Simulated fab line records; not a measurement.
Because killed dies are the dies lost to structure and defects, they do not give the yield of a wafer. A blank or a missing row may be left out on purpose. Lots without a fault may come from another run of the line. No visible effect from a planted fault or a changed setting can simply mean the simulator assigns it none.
Matching of chambers + flow sky130 + SKY_VIA1_CMP_24 on cmp-01: 4 sister chambers
The step polishes, stops on SiO2, t overpolish 15 s, target thk 0 nm. 4 wafers are shown with their chamber, then 8 later ones without.

WAFERS, EACH WITH ITS CHAMBER
| wafer  | chamber | motor-current-A (A) |
|--------|---------|---------------------|
| L430.2 | 0       | 12.1                |
| L430.6 | 2       | 8.2                 |
| L434.1 | 3       | 12.5                |
| L435.2 | 1       | 13.3                |

WAFERS WHOSE CHAMBER IS MISSING
| wafer  | motor-current-A (A) |
|--------|---------------------|
| L435.3 | 12.5                |
| L435.4 | 8.4                 |
| L439.2 | 13.2                |
| L439.3 | 12.0                |
| L439.4 | 8.6                 |
| L442.1 | 12.0                |
| L442.3 | 8.3                 |
| L442.5 | 12.8                |

WHICH CHAMBER EACH ONE RAN IN
| wafer  | from the rows above          | in truth |
|--------|------------------------------|----------|
| L435.3 | can't be placed: 3 or 0      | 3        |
| L435.4 | 2                            | 2        |
| L439.2 | 1                            | 1        |
| L439.3 | can't be placed: 0 or 3      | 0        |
| L439.4 | 2                            | 2        |
| L442.1 | can't be placed: 0 or 3      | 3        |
| L442.3 | 2                            | 2        |
| L442.5 | can't be placed: 3 or 1 or 0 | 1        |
Correct placement for 4 of the 8. Can't be placed from these rows: 4 (the true chamber is among the candidates in 4). Wrongly placed: 0.
How it was worked out, from the rows above alone: a wafer's distance from a chamber is the root of the sum, over the readings, of the square of ((its reading less the chamber's mean) divided by the reading's scatter). If the next closest chamber is less than 2 further off than the closest, the wafer can't be placed; otherwise it belongs to the closest. The mean given for a chamber averages the wafers shown for that chamber. The scatter: with one shown wafer a chamber, the root of the mean of the squares of how far each hidden wafer lies from its nearest shown one.
